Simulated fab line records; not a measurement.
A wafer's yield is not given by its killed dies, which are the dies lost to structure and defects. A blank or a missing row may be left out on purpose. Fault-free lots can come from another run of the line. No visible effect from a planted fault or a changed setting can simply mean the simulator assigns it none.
A struck lot beside a sound one / flow gf180mcu / 14 out of 602 route steps
Sound: these wafers, L295.2, L295.3, L295.4. The struck wafers were L306.3, L306.4, L306.5. At the end, the cause is stated.
Per side, at each step with rows, come the tool, then ch with its chambers, and then its first start. Under that, the readings that differ: sound wafers / struck wafers / difference of the means / sigmas: that difference in standard deviations of wafers without a fault.
alike: same words and numbers on both sides, and readings whose means sit less than 2 such deviations apart. not compared: any withheld reading, any reading some wafer has no value for, any bound like >300 that may hide the same value, and any number with overlapping values for which the record gives no deviation.
The two part at a step that has a row with sigmas, a row that says differs or no value, or rows on one side only. Numbers that have no deviation but don't overlap get no sigmas and don't part them. Lack of a reading on every wafer of one side parts them only where that side has two or more wafers.

first, 3 steps without rows for these wafers: GF_MVSD_EXPOSE_04 (exposes mask MVSD, target cd 1000 nm); GF_MVSD_PEB_05; GF_MVSD_DEVELOP_06 (develop time 60 s).
GF_MVSD_OVL_MEAS_07:
  sound: overlay-01 at day 5 03:15; struck: overlay-02 at day 7 19:35
reading=MVSD_OVL (nm); sound=5.1 4.6 4.1; struck=-1.5 -1.0 0.7; difference=-5.2; sigmas=-3
then, 2 steps without rows for these wafers: GF_MVSD_IMPLANT_08; GF_MVSD_IMPLANT_09.
GF_MVSD_STRIP_10: strips in O2/N2.
  sound on plasma asher-02 ch 0,1, day 5 03:35; struck on plasma asher-04 ch 0,1, day 7 19:56
  alike: drypump motor current A, heater power w, n2 flow sccm, oes product au, strip time to endpoint s
  not compared: rf hours counter h
GF_MVSD_TW_MEAS_11:
  sound: film metro-03 at day 5 03:41; struck: film metro-01 at day 7 20:01
reading=MVSD_TW; sound=1559 1562 1556; struck=1611 1600 1600; difference=+45; sigmas=+2
then, 4 steps without rows for these wafers: GF_MVPSD_DEHYDRATE_00 (time 60 s); GF_MVPSD_HMDS_01 (prime time 60 s); GF_MVPSD_COAT_02 (resist thk 3000 nm); GF_MVPSD_SOFTBAKE_03.
GF_MVPSD_EXPOSE_04: exposes mask MVPSD, target cd 1000 nm.
  sound on iline stepper-02 ch 0, day 5 10:44; struck on iline stepper-02 ch 0, day 8 04:05
reading=mask; sound=MVPSD#0 MVPSD#0 MVPSD#0; struck=MVPSD_R1#0 MVPSD_R1#0 MVPSD_R1#0; difference=differs; sigmas=
  alike: reticle temp C
then, 1 step without rows for these wafers: GF_MVPSD_PEB_05.

== WHERE THEY PART ==
At GF_MVSD_OVL_MEAS_07 first; at GF_MVPSD_EXPOSE_04 last (within this record only).

WHY: the cause the simulator had injected
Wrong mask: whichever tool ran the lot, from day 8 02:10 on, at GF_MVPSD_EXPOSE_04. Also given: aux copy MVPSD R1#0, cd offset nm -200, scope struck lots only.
